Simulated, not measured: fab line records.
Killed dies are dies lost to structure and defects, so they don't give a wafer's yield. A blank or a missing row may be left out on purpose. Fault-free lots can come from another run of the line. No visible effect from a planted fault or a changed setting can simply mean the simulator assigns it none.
Comparing a struck lot with a sound one + flow sky130 + 35 out of 708 route steps
Sound: these wafers, L578.1, L578.4, L578.6. Struck: wafers L580.3, L580.4, L580.6. Last of all comes the cause.
Per side, at each step with rows, come the tool, then ch with its chambers, and then its first start. Under that, the readings that differ: sound wafers + struck wafers + difference of the means + sigmas: that difference in standard deviations of wafers without a fault.
alike: words and numbers the same on both sides, and readings whose means are apart by under 2 such deviations; not compared: readings that were withheld, readings missing a value for some wafer, numbers with overlapping values and no deviation given by the record, and bounds like >300 which may hide the same value.
The two part at a step that has a row with sigmas, a row that says differs or no value, or rows on one side only. When numbers do not overlap yet have no deviation, they are printed without sigmas and do not part them. A reading missing from all wafers of one side parts the sides only when that side holds two or more wafers.

first, 10 steps without rows for these wafers: SKY_POLY_CUT_ETCH_10 (etches BARC in N2/H2, stops on SiO2, time 45.9 s, target depth 60 nm); SKY_POLY_CUT_ETCH_11 (etches Si3N4 in CF4/CH2F2/Ar, stops on poly-Si, time 42.5 s, target depth 60 nm); SKY_POLY_CUT_STRIP_12 (strips in O2/N2); SKY_SD_P_DEHYDRATE_00 (time 60 s); SKY_SD_P_HMDS_01 (prime time 60 s); SKY_SD_P_COAT_02 (resist thk 1140 nm); SKY_SD_P_SOFTBAKE_03 (time 60 s); SKY_SD_P_EXPOSE_04 (exposes mask PSDM, target cd 380 nm); SKY_SD_P_PEB_05; SKY_SD_P_DEVELOP_06 (develop time 60 s).
SKY_SD_P_IMPLANT_09:
  sound on implanter-01 ch 0, day 25 16:41; struck on implanter-01 ch 0, day 26 07:36
| reading          | sound             | struck            | difference | sigmas |
|------------------|-------------------|-------------------|------------|--------|
| beamOnS (s)      | 10.6 11.1 11.0    | 8.6 8.4 8.3       | -2.5       | -3     |
| faradayCurrentUA | 15310 14679 14777 | 18960 19216 19506 | +4305      | +5     |
SKY_SD_P_STRIP_10: strips in O2/N2.
  sound on plasmaAsher-02 ch 0,1, day 25 16:50; struck on plasmaAsher-04 ch 0,1, day 26 07:44
| reading                  | sound             | struck            | difference | sigmas |
|--------------------------|-------------------|-------------------|------------|--------|
| oesProductAu (a.u.)      | 0.617 0.622 0.610 | 0.629 0.630 0.633 | +0.014     | +3     |
| stripTimeToEndpointS (s) | 17.49 17.47 17.46 | 17.03 17.02 17.08 | -0.43      | -10    |
  alike: drypumpMotorCurrentA
  not compared: rfHoursCounterH
SKY_SD_P_TW_MEAS_11:
  sound on filmMetro-02 at day 25 16:56; struck on filmMetro-02 at day 26 08:03
| reading | sound          | struck         | difference | sigmas |
|---------|----------------|----------------|------------|--------|
| SD_P_TW | 2814 2830 2821 | 2664 2674 2685 | -147       | -6     |
  not compared: hold
then, 20 steps without rows for these wafers: SKY_RES_XHIGH_HMDS_01 (prime time 60 s); SKY_RES_XHIGH_COAT_02 (resist thk 1140 nm); SKY_RES_XHIGH_SOFTBAKE_03 (time 60 s); SKY_RES_XHIGH_EXPOSE_04 (exposes mask URPM, target cd 1270 nm); SKY_RES_XHIGH_PEB_05; SKY_RES_XHIGH_DEVELOP_06 (develop time 60 s); SKY_RES_XHIGH_IMPLANT_07; SKY_RES_XHIGH_STRIP_08 (strips in O2/N2); SKY_SD_N_DEHYDRATE_00 (time 60 s); SKY_SD_N_HMDS_01 (prime time 60 s); SKY_SD_N_COAT_02 (resist thk 1140 nm); SKY_SD_N_SOFTBAKE_03 (time 60 s); SKY_SD_N_EXPOSE_04 (exposes mask NSDM, target cd 380 nm); SKY_SD_N_PEB_05; SKY_SD_N_DEVELOP_06 (develop time 60 s); SKY_SD_N_IMPLANT_09; SKY_SD_N_IMPLANT_10; SKY_SD_N_STRIP_11 (strips in O2/N2); SKY_SD_N_CLEAN_13 (cleans in SC1/SC2, time 150 s); SKY_SD_N_RTA_14 (time 2 s).
-- the record jumps here: 2 days lie between the struck wafers' starts before and after --
SKY_SD_N_RS_MEAS_17: measurement is done with a four-point probe.
  sound on filmMetro-04 at day 28 03:36; struck on filmMetro-02 at day 28 18:37
| reading          | sound             | struck            | difference | sigmas |
|------------------|-------------------|-------------------|------------|--------|
| SD_P_RS (ohm/sq) | 147.3 147.4 147.3 | 150.8 150.8 150.5 | +3.4       | +9     |
  not compared: hold
-- the record jumps here: 18 days lie between the struck wafers' starts before and after (it left off in module SD_N and takes up again in module PAD_OPEN, whose first step shown is number 708 of the route) --
SKY_PAD_OPEN_PROBE_99:
  sound on prober-02 at day 46 03:25; struck on prober-02 at day 46 14:01
| reading                         | sound             | struck            | difference | sigmas |
|---------------------------------|-------------------|-------------------|------------|--------|
| model.etest.resHighPo.lineOhmUm | 761.7 751.8 754.4 | 916.9 899.8 884.5 | +144.4     |        |
| model.etest.liconHighPo.rcOhm   | 348.3 352.6 346.4 | 499.6 493.1 482.8 | +142.7     |        |
| model.etest.resPdiff.lineOhmUm  | 1410 1385 1406    | 1470 1510 1445    | +75        |        |
| model.etest.pfet_01v8.rOnOhmUm  | 2904 2931 2852    | 3062 3034 2992    | +134       |        |
| model.etest.resHighPo.rsOhmSq   | 266.9 265 261.9   | 324.1 314 314.2   | +52.8      |        |
| model.etest.liconPdiff.rcOhm    | 569.9 583.2 569.4 | 627.2 610.4 620.1 | +45.1      |        |
| model.etest.resPdiffHv.rsOhmSq  | 193 193.9 195.2   | 207.6 208.3 207.4 | +13.7      |        |
| model.etest.resPdiff.rsOhmSq    | 198.7 199 198.8   | 215.1 215 211.6   | +15.1      |        |
  alike: killed_at_M0_to_M3, killed_at_M4_up, killedAtContacts, killedAtFrontEnd, killedAtOther, killedDies, killedOpen, killedShort

== WHERE THEY PART ==
At SKY_SD_P_IMPLANT_09 first; at SKY_SD_N_RS_MEAS_17 last (within this record only). Later steps at which nothing parts them and some readings are alike: SKY_PAD_OPEN_PROBE_99.

WHY: what the simulator had put in
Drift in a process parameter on implanter-01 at SKY_SD_P_IMPLANT_09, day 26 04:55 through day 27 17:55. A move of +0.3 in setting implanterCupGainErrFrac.
